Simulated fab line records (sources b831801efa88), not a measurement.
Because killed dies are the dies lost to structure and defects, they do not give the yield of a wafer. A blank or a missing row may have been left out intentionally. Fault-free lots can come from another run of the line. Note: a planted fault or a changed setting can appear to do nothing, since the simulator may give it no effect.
Which tool is to blame? | flow sfqLine | Sampling: 13 lots, 39 wafers, 2 of 325 route steps

== WHAT THE GAUGES READ, wafer by wafer ==
The record lacks any reading of a measuring or inspecting step that a usual standard deviation could be used to judge.

== EACH LOT AND THE TOOL THAT RAN IT (in order: tool; ch and the chambers of the sampled wafers; start) ==
lot  | SFQ_TRILAYER_R5_LITHO_COAT_141   | SFQ_TRILAYER_R5_BARC_OPEN_METAL_ETCH_177
L619 | lithoTrack-03 ch 0, day 51 21:49 | rieMetal-02 ch 0,1, day 57 07:56
L620 | lithoTrack-03 ch 0, day 51 23:35 | rieMetal-01 ch 0,1, day 57 09:09
L621 | lithoTrack-02 ch 0, day 52 03:49 | rieMetal-02 ch 0,1, day 57 13:36
L622 | lithoTrack-02 ch 0, day 58 14:26 | rieMetal-02 ch 0,1, day 63 11:47
L623 | lithoTrack-03 ch 0, day 58 15:59 | rieMetal-04 ch 0,1, day 63 13:00
L624 | lithoTrack-03 ch 0, day 58 19:14 | rieMetal-01 ch 0,1, day 63 15:23
L625 | lithoTrack-03 ch 0, day 58 22:47 | rieMetal-04 ch 0,1, day 63 17:47
L628 | lithoTrack-04 ch 0, day 59 12:16 | rieMetal-01 ch 0,1, day 64 04:36
L633 | lithoTrack-04 ch 0, day 60 07:19 | rieMetal-01 ch 0,1, day 64 23:55
L635 | lithoTrack-02 ch 0, day 60 13:22 | rieMetal-02 ch 1, day 65 03:31
L637 | lithoTrack-02 ch 0, day 61 04:02 | rieMetal-02 ch 0,1, day 65 17:55
L638 | lithoTrack-02 ch 0, day 61 12:45 | rieMetal-04 ch 0,1, day 65 22:43
L641 | lithoTrack-02 ch 0, day 62 00:29 | rieMetal-02 ch 0,1, day 66 04:43
- SFQ_TRILAYER_R5_LITHO_COAT_141: resist thk 62 nm.
- SFQ_TRILAYER_R5_BARC_OPEN_METAL_ETCH_177: etches BARC in O2, target depth 125 nm, time 41.7 s.

== WHAT THE TOOLS THEMSELVES READ (means of the sampled wafers that have a number; where no wafer has one, the mark that the record gives instead) ==
SFQ_TRILAYER_R5_BARC_OPEN_METAL_ETCH_177. Usual: drypumpMotorCurrentA 5.9 A, standard deviation 0.45; oesProductAu 0.685 a.u., standard deviation 0.0048.
lot  | tool        | drypumpMotorCurrentA (A) | oesProductAu (a.u.) | flag
L619 | rieMetal-02 | 5.8                      | 0.685               | 
L620 | rieMetal-01 | 6.0                      | 0.691               | 
L621 | rieMetal-02 | 6.3                      | 0.688               | 
L622 | rieMetal-02 | 5.8                      | 0.685               | 
L623 | rieMetal-04 | 5.6                      | 0.686               | 
L624 | rieMetal-01 | 6.0                      | 0.682               | 
L625 | rieMetal-04 | 5.6                      | 0.703               | OFF
L628 | rieMetal-01 | 6.1                      | 0.686               | 
L633 | rieMetal-01 | 6.0                      | 0.684               | 
L635 | rieMetal-02 | 5.4                      | 0.680               | 
L637 | rieMetal-02 | 6.3                      | 0.685               | 
L638 | rieMetal-04 | 5.6                      | 0.690               | 
L641 | rieMetal-02 | 5.8                      | 0.686               | 

== THE ANSWER, worked out from the rows above alone ==
Rule: lot off if the mean of its wafers having a number is beyond 3 standard deviations from the usual mean. Also off: a lot with no number at a reading for which 4 or more lots have one. The other lots that the step has rows for count as sound. After the gauges, taken in route order, come the tools' own readings; for these a lot's mean is taken, as printed above. At the first step where some lot is off, the reading lying furthest off is the one used; lots without a number count as furthest.
Off, at SFQ_TRILAYER_R5_BARC_OPEN_METAL_ETCH_177 on oesProductAu: L625.
If a tool, at that step or one of the process steps before it, ran each lot that is off and ran no sound lot following the first of them, it fits. One fits: SFQ_TRILAYER_R5_LITHO_COAT_141 on lithoTrack-03. A fault onset in the window from L624 (day 58 19:14, its last sound lot) to L625 (day 58 22:47, its first lot off) fits.

== WHAT THE SIMULATOR HAD INSERTED ==
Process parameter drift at SFQ_TRILAYER_R5_LITHO_COAT_141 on lithoTrack-03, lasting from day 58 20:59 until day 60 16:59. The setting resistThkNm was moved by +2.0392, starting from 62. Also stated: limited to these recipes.
Struck lots among those shown: L625. The rule above reached the same finding.
